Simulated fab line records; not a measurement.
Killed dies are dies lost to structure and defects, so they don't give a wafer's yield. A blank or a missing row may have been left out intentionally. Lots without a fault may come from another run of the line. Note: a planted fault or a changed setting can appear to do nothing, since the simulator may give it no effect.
Problem report, 8D (eight disciplines) form, completed by code + flow sfq_line + the parts of the form that need people (team, actions taken, sign-off) are left out

1. THE ISSUE
L0_MONX_KI_RS at SFQ_L0_RS_MEAS_901 reads a mean of 67.5 ohm/sq on 3 wafers of 3 lots; wafers without a fault read 43.4 ohm/sq with a standard deviation of 0.49. That puts it +49 standard deviations away from the usual mean.
The step: measures by four-point-probe.
First seen on wafer L266.1, day 4 10:34, on film_metro-02. At this step, 44 wafers from 15 lots have a number in the record. By rule, "out" or "out of limits" means more than 4 standard deviations away from the usual mean. The rest of the wafers with a number are treated as sound.

2. WHAT IT IS AND WHAT IT IS NOT
| question                    | is                           | is not                                                                    |
|-----------------------------|------------------------------|---------------------------------------------------------------------------|
| which readings at this step | L0_MONX_KI_RS                | -                                                                         |
| which lots                  | L266, L270, L271             | L253, L254, L255, L256, L257, L258, L259, L261, L262, L263, L264, L265    |
| which wafers of those lots  | L266.1, L270.4, L271.1       | L266.2, L266.3, L270.5, L270.6, L271.3                                    |
| read on which gauges        | film_metro-01, film_metro-02 | film_metro-04                                                             |
| when                        | from day 4 10:34             | up to then (38 sound wafers); but 3 sound wafers of L270, L271 came after |

3. WHAT RULES OUT EACH SUSPECT
Counting: a tool at a process step up to the reading stays a suspect if it ran every lot that is out. Sound lots after the first of them don't rule it out here, since some wafers of a struck lot are sound.
- the gauge at SFQ_L0_RS_MEAS_901: ruled out. Those wafers that are out were read across 2 gauges (film_metro-01, film_metro-02).
- pvd_sputter-03 at SFQ_TRILAYER_L0_DEP_SPUTTER_003 (material MoNx KI, target thk 40 nm, time 100 s): kept. Every lot that is out went through it, the first being L266 (day 4 10:29); the last sound lot it ran before that was L264 (day 4 00:29).
After counting, what remains is pvd_sputter-03 at SFQ_TRILAYER_L0_DEP_SPUTTER_003.

4. THE CAUSE (what the simulator had put in)
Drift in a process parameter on pvd_sputter-03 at SFQ_TRILAYER_L0_DEP_SPUTTER_003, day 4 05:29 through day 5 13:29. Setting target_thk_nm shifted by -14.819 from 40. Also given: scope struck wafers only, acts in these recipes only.
The count eliminated every tool but this one.

5. SEQUENCE OF EFFECTS, ordered by route
One row per reading whose mean, taken over the struck wafers that have a number, lies over 3 standard deviations from the usual. Readings are gone through only where the record gives a usual standard deviation; hours: the median, over the lots, of the time from a lot's start at the first step in this table giving one to that lot's start at this step; sigmas: the change measured in usual standard deviations.
| hours | step                                | reading        | usual       | on struck wafers | change | sigmas |
|-------|-------------------------------------|----------------|-------------|------------------|--------|--------|
| 0     | SFQ_L0_RS_MEAS_901                  | L0_MONX_KI_RS  | 43.4 ohm/sq | 67.5             | +24.1  | +49    |
| 3     | SFQ_L0_THK_MEAS_902                 | L0_MONX_KI_THK | 39.7 nm     | 25.6             | -14.1  | -29    |
| 77    | SFQ_TRILAYER_L0_ETCH_METAL_ETCH_008 | oes_product_au | 0.874 a.u.  | 0.702            | -0.172 | -24    |
The process steps in it:
- SFQ_TRILAYER_L0_ETCH_METAL_ETCH_008: etches MoNx KI in SF6/O2, stops on SiO2, target depth 50 nm, time 25 s.

6. HOW IT WOULD HAVE BEEN CAUGHT EARLIER
In this record the first reading out of limits at a measuring or inspecting step was taken at day 4 10:34, 5 hours after the fault began at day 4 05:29.
An alarm limit of 4 standard deviations would not have fired on the tool readings at SFQ_TRILAYER_L0_DEP_SPUTTER_003 for which the record gives a usual standard deviation, since none of them was out on any struck wafer.
Among the 3 lots that are out, L270, L271 began SFQ_TRILAYER_L0_DEP_SPUTTER_003 on pvd_sputter-03 after day 4 10:34. A hold on the tool at that time would have spared those 2.
